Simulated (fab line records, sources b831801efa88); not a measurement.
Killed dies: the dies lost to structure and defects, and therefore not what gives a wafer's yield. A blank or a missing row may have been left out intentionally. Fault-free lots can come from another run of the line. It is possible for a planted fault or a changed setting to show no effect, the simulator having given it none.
The same fault as seen by 2 desks / flow sky130 / every desk sees just its own numbers, and what lay behind them comes last

## DESK OF THE TOOL OWNER: implanter-03
For each lot that ran on this tool, the mean over its sampled wafers that have a number, from the tool's own readings at SKY_VT_ADJUST_PCH_IMPLANT_08. Any lot whose mean is over 4 standard deviations away from the usual mean is out of limits and marked OUT; that distance is given in the brackets.
Columns: A = dose_ions_cm2 at SKY_VT_ADJUST_PCH_IMPLANT_08, usual 5e+11; B = faraday_current_uA at SKY_VT_ADJUST_PCH_IMPLANT_08, usual 2.82
lot=L574; first seen here=day 10 15:44; A=5e+11; B=2.76
lot=L576; first seen here=day 11 07:12; A=5e+11; B=2.80
lot=L578; first seen here=day 11 22:15; A=5e+11; B=2.81
lot=L580; first seen here=day 12 11:26; A=5e+11; B=2.76
lot=L584; first seen here=day 13 20:08; A=5e+11; B=2.82
lot=L585; first seen here=day 14 06:52; A=5e+11; B=2.80
lot=L586; first seen here=day 14 18:52; A=5e+11; B=2.85
lot=L589; first seen here=day 15 17:01; A=5e+11 (+68) OUT; B=2.96
lot=L591; first seen here=day 16 14:38; A=5e+11 (+67) OUT; B=3.03 (+4.4) OUT
Finding of this desk: L589, L591 out of limits; the first was L589 at day 15 17:01, on dose_ions_cm2 at SKY_VT_ADJUST_PCH_IMPLANT_08. L574, L576, L578, L580, L584, L585, L586 stayed within limits.

## FROM THE METROLOGY DESK
Lot by lot, what the gauges showed, no matter which tool ran the lot: averages of those sampled wafers that carry a number. Any lot whose mean is over 4 standard deviations away from the usual mean is out of limits and marked OUT; that distance is given in the brackets.
Columns: A = VT_ADJUST_NCORE_TW at SKY_VT_ADJUST_NCORE_TW_MEAS_11, usual 218.6; B = VT_ADJUST_PCH_TW at SKY_VT_ADJUST_PCH_TW_MEAS_10, usual 142.7; C = SONOS_ONO_CVD_02_THK at SKY_SONOS_ONO_THK_MEAS_03, usual 10.53 nm; D = SONOS_ONO_CVD_04_THK at SKY_SONOS_ONO_THK_MEAS_05, usual 5.73 nm
lot=L574; first seen here=day 8 19:28; A=219.2; B=141.6; C=10.64; D=5.63
lot=L575; first seen here=day 9 02:11; A=216.8; B=142.9; C=10.79; D=5.76
lot=L576; first seen here=day 9 11:19; A=218.4; B=142.2; C=10.50; D=5.73
lot=L578; first seen here=day 9 23:24; A=219.0; B=142.5; C=10.66; D=5.72
lot=L579; first seen here=day 10 02:05; A=219.4; B=142.6; C=10.45; D=5.75
lot=L580; first seen here=day 10 12:06; A=219.5; B=142.6; C=10.60; D=5.73
lot=L581; first seen here=day 10 20:54; A=215.7; B=143.4; C=10.48; D=5.69
lot=L583; first seen here=day 11 11:47; A=220.4; B=142.9; C=10.35; D=5.89
lot=L584; first seen here=day 11 17:44; A=220.0; B=142.8; C=10.42; D=5.81
lot=L585; first seen here=day 12 04:29; A=220.0; B=142.8; C=10.33; D=5.69
lot=L586; first seen here=day 12 14:57; A=219.4; B=143.1; C=10.44; D=5.86
lot=L589; first seen here=day 13 10:32; A=217.7; B=145.3; C=10.56; D=5.70
lot=L591; first seen here=day 14 07:49; A=219.2; B=146.8; C=10.33; D=5.72
This desk found nothing out of limits on any of the 13 lots.

## PUT TOGETHER
The tool owner's desk had the chance to raise an alarm at day 15 17:01 on L589, L591.
From the metrology desk's view, nothing was out of limits.
The metrology desk has L589, L591 on record, within its limits.
SKY_VT_ADJUST_PCH_IMPLANT_08 was run on implanter-03 by each of the lots named.

## WHAT THE SIMULATOR HAD PUT IN
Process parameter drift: implanter-03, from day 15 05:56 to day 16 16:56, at SKY_VT_ADJUST_PCH_IMPLANT_08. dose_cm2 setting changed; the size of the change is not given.
Shown lots that were struck: L589, L591.
How many hours passed from the start of the fault until each desk's first out-of-limits reading: the tool owner's desk, 11.
